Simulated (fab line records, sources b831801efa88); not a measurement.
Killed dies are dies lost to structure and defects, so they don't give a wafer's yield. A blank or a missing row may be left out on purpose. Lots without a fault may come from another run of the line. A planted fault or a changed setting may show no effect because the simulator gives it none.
Which tool did it? | flow sky130 | 13 lots, 39 wafers sampled, at 2 steps of a route of 708

WHAT THE GAUGES READ, wafer by wafer
SKY_CAP2M_OVL_MEAS_12. Usual: CAP2M_OVL -0.2 nm, standard deviation 1.3.
lot  | measured     | on         | CAP2M_OVL (nm) | flag
L198 | day 41 02:02 | overlay-02 | 0.5 -0.3 -0.6  |
L199 | day 41 10:59 | overlay-01 | -2.3 -0.8 -0.7 |
L200 | day 41 20:08 | overlay-01 | 0.9 2.0 2.7    |
L201 | day 42 00:35 | overlay-01 | -0.8 -0.6 0.5  |
L206 | day 43 06:32 | overlay-01 | -1.6 0.3 -0.2  |
L209 | day 44 06:26 | overlay-02 | -0.8 2.3 -1.5  |
L212 | day 44 23:23 | overlay-02 | -1.2 -0.5 -1.5 |
L213 | day 45 01:50 | overlay-02 | -1.2 0.1 -1.0  |
L214 | day 45 13:44 | overlay-01 | 2.9 -0.1 3.0   |
L216 | day 46 02:11 | overlay-01 | -0.9 -2.3 0.6  |
L217 | day 46 04:50 | overlay-01 | -2.0 -1.1 -3.6 |
L218 | day 46 13:29 | overlay-01 | -1.5 -1.7 -2.4 |
L219 | day 46 16:59 | overlay-01 | -2.8 -1.2 -1.0 |

WHICH TOOL RAN EACH LOT (tool, then ch and the chambers of the sampled wafers, then the start)
lot  | SKY_CAP2M_CVD_00
L198 | pecvd-03 ch 0,2, day 40 01:28
L199 | pecvd-03 ch 0,1,2, day 40 10:37
L200 | pecvd-02 ch 1,2, day 40 19:37
L201 | pecvd-01 ch 0,1,2, day 41 00:02
L206 | pecvd-03 ch 0,1,2, day 42 06:55
L209 | pecvd-01 ch 0,1, day 43 07:24
L212 | pecvd-03 ch 0,1, day 44 01:01
L213 | pecvd-02 ch 0,1, day 44 03:06
L214 | pecvd-02 ch 1,2, day 44 16:13
L216 | pecvd-02 ch 1,2, day 45 05:28
L217 | pecvd-03 ch 1,2, day 45 08:10
L218 | pecvd-01 ch 0,1, day 45 17:25
L219 | pecvd-02 ch 0,1,2, day 45 20:22
- SKY_CAP2M_CVD_00: deposits SiO2, target thk 15.5 nm.

WHAT THE TOOLS THEMSELVES READ (means of the sampled wafers that have a number; where no wafer has one, the mark that the record gives instead)
SKY_CAP2M_CVD_00. Usual: heater_power_w 753 W, standard deviation 98; rf_fwd_power_W 440.6 W, standard deviation 2.5.
lot  | tool     | heater_power_w (W) | rf_fwd_power_W (W) | flag
L198 | pecvd-03 | 677                | 441.1              |
L199 | pecvd-03 | 764                | 441.9              |
L200 | pecvd-02 | 832                | 440.6              |
L201 | pecvd-01 | 769                | 439.7              |
L206 | pecvd-03 | 706                | 442.2              |
L209 | pecvd-01 | 783                | 440.2              |
L212 | pecvd-03 | 772                | 445.6              |
L213 | pecvd-02 | 689                | 439.1              |
L214 | pecvd-02 | 822                | 439.4              |
L216 | pecvd-02 | 827                | 439.8              |
L217 | pecvd-03 | 780                | 439.4              |
L218 | pecvd-01 | 843                | 439.8              |
L219 | pecvd-02 | 758                | 438.8              |

THE ANSWER, worked out from the rows above alone
Rule: a lot is off if the mean of its wafers that have a number lies more than 3 standard deviations from the usual mean. A lot without any number at a reading at which 4 lots or more have one is off too. The other lots that the step has rows for count as sound. The gauges are gone through in route order, then the tools' own readings, and for those a lot's mean is taken as printed above. The first step at which some lot is off is used, and at that step the reading that is off furthest; a lot without a number counts as furthest.
No lot is off at any reading shown: from this, nothing can be told.

WHAT THE SIMULATOR HAD PUT IN
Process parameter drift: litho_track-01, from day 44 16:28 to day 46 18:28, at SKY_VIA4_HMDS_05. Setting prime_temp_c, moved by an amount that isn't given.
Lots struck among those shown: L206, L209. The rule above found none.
